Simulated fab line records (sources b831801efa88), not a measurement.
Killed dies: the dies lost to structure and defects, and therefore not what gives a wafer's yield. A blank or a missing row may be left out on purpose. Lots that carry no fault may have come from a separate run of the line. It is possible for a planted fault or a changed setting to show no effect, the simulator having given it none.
fab line records	flow sfq_line
record: lots: 14	wafers: 42	last_day: 82
route steps=325 shown M2@98 I3@133
lots that met no fault: taken from a fault-free run of the same line
start_h: the number of hours between the record's first day and the start of the first shown wafer of the lot	wait_h: hours from the lot's prior step to this one	" repeats the value in the row above	L1.1+2: several wafers, shown together as one row	- value missing, or start not given	* or withheld: withheld	< > ~ a bound
route shown NAME@n: names a module that has steps shown in the file, with the first one's number in the route	usual: mean/standard deviation of fault-free wafers	same: alike in all rows	chamber/n: place in a boat	sites: the reading at each site	_std_site: standard deviation across them	_edge_site: inner sites' mean taken away from outer sites' mean	radius_mm: for every site, how far away it sits from the centre of the wafer	mask NAME#n: copy n	behind: the last tool/chamber to shape the wafer	hold: what put the lot on hold/how long, in hours/how the hold closed	device: transistor that didn't switch, given as n, p or np	end of line: the route-end tests of the same wafers	a step without rows: its recipe alone	killed: at the first sort, the dies lost to defects and structure; wafer yield is something else	map: dies across one wafer; x = killed, . = not, _ = none there
set.NAME: the run value of the setting; set.NAME@STEP: its run value at that earlier step	model.NAME: the simulator's own value behind a step, which no gauge read
a sample of lots followed through the steps of the route, with each step as a table and each wafer as a row
services: when a tool's chamber went out of use (start_h, in hours from the record's first day, below 0 if earlier), for how many hours, and the reason
== steps ==
step: SFQ_M2_OVL_MEAS_916
usual: M2_OVL: 1/5.7
lot.wafer	tool	chamber	start_h	wait_h	M2_OVL[nm]
L790.3	overlay-01	-	539.93	0.1	3
L790.4	"	-	"	"	0
L790.6	"	-	"	"	0
L791.1	overlay-01	-	549.88	0.1	4
L791.2	"	-	"	"	8
L791.6	"	-	"	"	4
L799.1	overlay-01	-	805.13	0.1	-8
L799.3	"	-	"	"	-5
L799.4	"	-	"	"	-2
L800.3	overlay-02	-	815.12	0.1	0
L800.4	"	-	"	"	4
L800.5	"	-	"	"	2
L801.2	overlay-02	-	819.91	0.1	-2
L801.4	"	-	"	"	-6
L801.5	"	-	"	"	-7
L802.2	overlay-01	-	823.51	0.1	2
L802.5	"	-	"	"	-2
L802.6	"	-	"	"	-2
L803.1	overlay-01	-	828.31	0.1	6
L803.5	"	-	"	"	10
L803.6	"	-	"	"	1
L804.3	overlay-02	-	877.89	0.1	2
L804.5	"	-	"	"	-1
L804.6	"	-	"	"	-2
L805.1	overlay-02	-	881.48	0.1	6
L805.2	"	-	"	"	7
L805.3	"	-	"	"	3
L806.1	overlay-01	-	892.28	0.1	-6
L806.5	"	-	"	"	-5
L806.6	"	-	"	"	2
L807.1	overlay-01	-	893.48	0.1	4
L807.3	"	-	"	"	2
L807.5	"	-	"	"	6
L808.1	overlay-01	-	894.68	0.1	11
L808.2	"	-	"	"	12
L808.5	"	-	"	"	12
L809.2	overlay-01	-	897.08	0.1	-1
L809.4	"	-	"	"	-1
L809.6	"	-	"	"	-1
L810.2	overlay-01	-	898.28	0.1	-2
L810.3	"	-	"	"	-11
L810.4	"	-	"	"	2
step: SFQ_TRILAYER_M2_STRIP_STRIP_061
recipe: gas: O2	power_w: 200	platen_temp_c: 40	overash_fraction: 0.65	chemistry: O2	pressure_mtorr: 50
usual: drypump_motor_current_A: 5.4/0.51	oes_product_au: 1.002/0.0066
lot.wafer	tool	chamber	start_h	wait_h	drypump_motor_current_A	oes_product_au	rf_hours_counter_h
L790.3	rie_metal-02	1	540.34	0.2	5.6	1.006	-
L790.4	"	0	"	"	6.4	0.996	-
L790.6	"	1	"	"	5.6	1.011	-
L791.1	rie_metal-04	1	550.10	0.1	5.0	1.003	10
L791.2	"	0	"	"	5.3	1.008	95
L791.6	"	1	"	"	5.0	1.006	-
L799.1	rie_metal-04	0	805.35	0.1	5.3	1.002	128
L799.3	"	1	"	"	5.0	1.005	-
L799.4	"	0	"	"	5.3	1.004	-
L800.3	rie_metal-02	0	815.53	0.2	6.4	0.999	-
L800.4	"	1	"	"	5.6	0.997	-
L800.5	"	1	"	"	5.6	0.985	-
L801.2	rie_metal-03	1	820.13	0.1	5.0	1.004	88
L801.4	"	1	"	"	5.0	1.001	-
L801.5	"	0	"	"	6.1	1.006	-
L802.2	rie_metal-04	1	823.73	0.1	5.0	0.991	43
L802.5	"	0	"	"	5.2	1.003	-
L802.6	"	1	"	"	5.0	0.997	-
L803.1	rie_metal-04	0	828.53	0.1	5.2	1.008	131
L803.5	"	1	"	"	5.0	1.011	-
L803.6	"	0	"	"	5.2	1.008	-
L804.3	rie_metal-04	1	878.30	0.2	5.0	1.000	-
L804.5	"	0	"	"	5.2	0.996	-
L804.6	"	1	"	"	5.0	1.002	-
L805.1	rie_metal-02	0	881.70	0.1	6.4	0.992	98
L805.2	"	1	"	"	5.6	0.993	90
L805.3	"	1	"	"	5.6	1.001	-
L806.1	rie_metal-03	1	892.50	0.1	5.0	0.998	99
L806.5	"	1	"	"	4.9	1.003	-
L806.6	"	0	"	"	6.0	0.992	-
L807.1	rie_metal-04	0	893.70	0.1	5.3	1.009	141
L807.3	"	1	"	"	5.0	1.001	-
L807.5	"	1	"	"	5.0	1.003	-
L808.1	rie_metal-03	1	894.90	0.1	4.9	1.006	99
L808.2	"	0	"	"	6.0	1.003	66
L808.5	"	1	"	"	5.0	0.993	-
L809.2	rie_metal-03	1	897.30	0.1	4.9	0.992	100
L809.4	"	1	"	"	4.9	1.002	-
L809.6	"	1	"	"	4.9	0.997	-
L810.2	rie_metal-04	1	898.50	0.1	5.0	0.998	56
L810.3	"	1	"	"	5.0	0.987	-
L810.4	"	0	"	"	5.2	1.004	-
step: SFQ_TRILAYER_I3_DEP_PECVD_081
recipe: material: SiO2	temp_c: 150	time_s: 111.11	pressure_torr: 2.4	rf_w: 183.3	precursor: SiH4/N2O	target_thk_nm: 500
usual: heater_power_w: 83/18	rf_fwd_power_W: 182.3/0.62	throttle_valve_pct: 25.1/1.2
lot.wafer	tool	chamber	start_h	wait_h	heater_power_w	rf_fwd_power_W	throttle_valve_pct
L790.3	pecvd-03	0	842.50	0.0	75	212.1	24.1
L790.4	"	1	"	"	55	213.2	25.8
L790.6	"	0	"	"	81	211.0	24.7
L791.1	pecvd-03	0	857.15	0.0	85	211.4	24.5
L791.2	"	2	"	"	47	211.3	26.3
L791.6	"	0	"	"	86	211.2	24.5
L799.1	pecvd-02	0	1061.15	0.0	103	182.9	24.6
L799.3	"	1	"	"	84	181.7	25.1
L799.4	"	2	"	"	73	182.0	23.9
L800.3	pecvd-03	0	1072.38	0.0	98	182.4	24.6
L800.4	"	2	"	"	53	180.9	26.8
L800.5	"	1	"	"	82	182.5	26.0
L801.2	pecvd-02	2	1079.58	0.0	76	182.7	23.8
L801.4	"	1	"	"	83	182.7	25.1
L801.5	"	0	"	"	95	181.9	24.5
L802.2	pecvd-04	0	1086.76	0.0	83	181.7	24.0
L802.5	"	2	"	"	93	181.8	22.7
L802.6	"	0	"	"	90	181.5	23.9
L803.1	pecvd-03	1	1090.36	0.0	72	182.7	26.4
L803.5	"	2	"	"	53	182.0	26.7
L803.6	"	1	"	"	74	182.9	26.1
L804.3	pecvd-02	1	1150.36	0.0	82	182.2	25.3
L804.5	"	2	"	"	84	182.0	24.1
L804.6	"	0	"	"	103	182.3	24.7
L805.1	pecvd-04	1	1153.96	0.0	77	183.0	24.2
L805.2	"	0	"	"	97	182.0	24.3
L805.3	"	2	"	"	108	182.6	22.9
L806.1	pecvd-03	2	1172.75	0.0	44	182.9	27.0
L806.5	"	1	"	"	67	182.7	26.5
L806.6	"	0	"	"	84	182.6	25.0
L807.1	pecvd-03	0	1176.76	0.0	81	182.5	24.9
L807.3	"	1	"	"	77	182.8	26.2
L807.5	"	0	"	"	86	183.0	25.2
L808.1	pecvd-04	0	1177.96	0.0	100	182.5	24.4
L808.2	"	1	"	"	82	182.9	24.2
L808.5	"	0	"	"	81	182.7	24.5
L809.2	pecvd-02	1	1179.95	0.0	83	182.1	25.4
L809.4	"	2	"	"	89	180.6	24.2
L809.6	"	0	"	"	107	182.2	24.7
L810.2	pecvd-03	0	1181.56	0.0	95	183.1	25.2
L810.3	"	1	"	"	79	183.3	26.4
L810.4	"	1	"	"	80	183.7	26.3
step: SFQ_TRILAYER_I3_CMP_CMP_082
recipe: material: SiO2	down_force_psi: 3	platen_rpm: 60	pad_velocity_m_s: 0.94248
usual: motor_current_A: 10.6/1	time_to_endpoint_s: 215/5.9
lot.wafer	tool	chamber	start_h	wait_h	motor_current_A	time_to_endpoint_s
L790.4	cmp-02	1	854.62	12.0	10.8	239
L790.3	"	2	"	"	10.0	233
L790.6	"	0	856.12	13.5	9.6	242
L791.1	cmp-01	2	867.78	10.6	10.3	223
L791.2	"	1	869.28	12.1	12.1	226
L791.6	"	2	"	"	9.2	227
L799.3	cmp-01	2	1061.73	0.5	10.0	210
L799.4	"	3	"	"	11.2	225
L799.1	"	0	"	"	11.5	213
L800.3	cmp-02	1	1072.46	0.0	11.0	211
L800.4	"	2	"	"	9.3	221
L800.5	"	2	1074.96	2.5	9.5	216
L801.2	cmp-02	2	1080.16	0.5	8.8	226
L801.4	"	3	"	"	9.6	228
L801.5	"	1	1081.66	2.0	10.9	225
L802.2	cmp-01	0	1088.34	1.5	11.2	207
L802.5	"	1	"	"	11.7	215
L802.6	"	2	"	"	10.0	214
L803.1	cmp-01	0	1093.84	3.4	11.6	213
L803.5	"	2	1094.84	4.4	9.9	222
L803.6	"	3	"	"	11.8	226
L804.3	cmp-01	3	1157.19	6.8	10.9	221
L804.5	"	0	"	"	11.3	225
L804.6	"	1	"	"	12.6	221
L805.2	cmp-01	3	1159.19	5.2	11.9	212
L805.3	"	0	"	"	11.3	211
L805.1	"	1	"	"	12.6	204
L806.1	cmp-01	2	1174.23	1.4	9.5	209
L806.6	"	1	1175.84	3.0	11.8	217
L806.5	"	2	"	"	9.2	214
L807.3	cmp-02	1	1182.68	5.9	11.2	210
L807.1	"	2	"	"	9.0	216
L807.5	"	0	1184.18	7.3	9.6	220
L808.2	cmp-01	0	1183.15	5.1	11.4	207
L808.1	"	1	"	"	12.3	211
L808.5	"	0	1185.15	7.1	11.5	215
L810.3	cmp-01	2	1186.15	4.5	9.8	216
L810.2	"	0	1187.15	5.5	11.3	213
L810.4	"	1	"	"	11.9	223
L809.4	cmp-02	2	1186.18	6.2	9.2	222
L809.2	"	3	"	"	8.9	217
L809.6	"	1	1187.68	7.7	10.3	219
step: SFQ_TRILAYER_I3_VIA_STRIP_STRIP_089
recipe: gas: O2	power_w: 200	platen_temp_c: 40	overash_fraction: 0.65	chemistry: O2	pressure_mtorr: 50
usual: drypump_motor_current_A: 5.5/0.44	oes_product_au: 1.002/0.008
lot.wafer	tool	chamber	start_h	wait_h	drypump_motor_current_A	oes_product_au	rf_hours_counter_h
L790.3	rie_metal-01	0	863.35	-	6.1	0.996	-
L790.4	"	1	"	"	5.5	0.997	-
L790.6	"	1	"	"	5.5	1.000	-
L791.1	rie_metal-03	1	986.50	-	5.0	1.006	114
L791.2	"	0	"	"	6.0	0.990	81
L791.6	"	1	"	"	5.0	1.000	-
L799.1	rie_metal-01	1	1200.08	-	5.5	0.991	109
L799.3	"	1	"	"	5.5	0.998	-
L799.4	"	0	"	"	6.1	0.997	-
L800.3	rie_metal-04	0	1210.01	-	5.3	1.002	-
L800.4	"	1	"	"	5.0	1.007	-
L800.5	"	1	"	"	5.0	1.003	-
L801.2	rie_metal-01	0	1214.61	-	6.1	1.003	24
L801.4	"	0	"	"	6.1	1.016	-
L801.5	"	0	"	"	6.1	0.997	-
L802.2	rie_metal-01	0	1220.61	-	6.1	0.995	25
L802.5	"	1	"	"	5.5	0.998	-
L802.6	"	0	"	"	6.1	0.998	-
L803.1	rie_metal-04	1	1227.81	-	5.0	1.001	101
L803.5	"	0	"	"	5.3	1.011	-
L803.6	"	1	"	"	5.0	0.991	-
L804.3	rie_metal-01	1	1286.57	-	5.5	0.992	-
L804.5	"	0	"	"	6.1	0.990	-
L804.6	"	1	"	"	5.5	1.006	-
L805.1	rie_metal-04	1	1291.17	-	5.0	1.003	111
L805.2	"	0	"	"	5.2	1.013	42
L805.3	"	0	"	"	5.2	1.012	-
L806.1	rie_metal-03	1	1311.57	-	5.0	1.004	22
L806.5	"	1	"	"	5.0	1.000	-
L806.6	"	1	"	"	5.0	1.004	-
L807.1	rie_metal-03	0	1322.37	-	6.1	1.004	0
L807.3	"	1	"	"	5.0	0.991	-
L807.5	"	0	"	"	6.1	1.006	-
L808.1	rie_metal-04	1	1323.57	-	5.0	1.007	117
L808.2	"	0	"	"	5.2	1.023	49
L808.5	"	1	"	"	5.0	0.999	-
L809.2	rie_metal-03	0	1324.77	-	6.1	1.000	0
L809.4	"	0	"	"	6.0	1.006	-
L809.6	"	0	"	"	6.1	1.009	-
L810.2	rie_metal-04	0	1327.17	-	5.3	1.012	49
L810.3	"	1	"	"	5.0	0.996	-
L810.4	"	0	"	"	5.3	1.006	-
== services ==
tool	chamber	start_h	hours	kind
rie_metal-04	1	564.81	3.6	repair
cmp-01	-	567.19	0.6	repair
cmp-01	-	575.63	0.4	repair
rie_metal-04	-	607.04	2.2	repair
cmp-01	-	611.76	2.2	pm
rie_metal-04	-	621.08	0.3	repair
cmp-01	-	640.86	1.8	repair
cmp-01	-	664.61	3.9	pm
rie_metal-04	1	664.78	5.8	repair
cmp-01	-	677.66	0.3	repair
cmp-01	-	745.68	12.0	pm
cmp-01	-	757.72	4.0	pm
rie_metal-04	-	771.17	2.5	repair
cmp-01	-	794.45	3.8	repair
cmp-01	-	833.06	0.6	repair
cmp-01	-	910.18	1.0	repair
rie_metal-04	1	931.34	13.9	repair
cmp-01	-	964.94	1.3	repair
cmp-01	-	982.24	4.2	pm
cmp-01	-	989.35	14.4	repair
cmp-01	-	992.38	3.0	repair
rie_metal-04	0	1010.97	14.9	repair
rie_metal-04	-	1031.18	2.8	pm
cmp-01	-	1036.48	2.3	repair
== key ==
first_sign: step: SFQ_TRILAYER_I3_DEP_PECVD_081	reading: rf_fwd_power_W	direction: up	sigmas: 47	usual: 182.3	struck: 211.7
effect: step: SFQ_TRILAYER_I3_CMP_CMP_082	reading: time_to_endpoint_s	direction: up	sigmas: 2.8	usual: *	struck: *
met_at SFQ_TRILAYER_I3_DEP_PECVD_081
struck_lots L790,L791
not_acting_at SFQ_M2_OVL_MEAS_916,SFQ_TRILAYER_M2_STRIP_STRIP_061,SFQ_TRILAYER_I3_VIA_STRIP_STRIP_089
fault: kind: process_parameter_drift	tool: pecvd-03	chamber: -	onset_h: 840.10	steps: SFQ_TRILAYER_I3_DEP_PECVD_081	channel: rf_w	offset: 29.328	shape: step	end_h: 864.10	acts_in: these_recipes_only	stated: 183.3
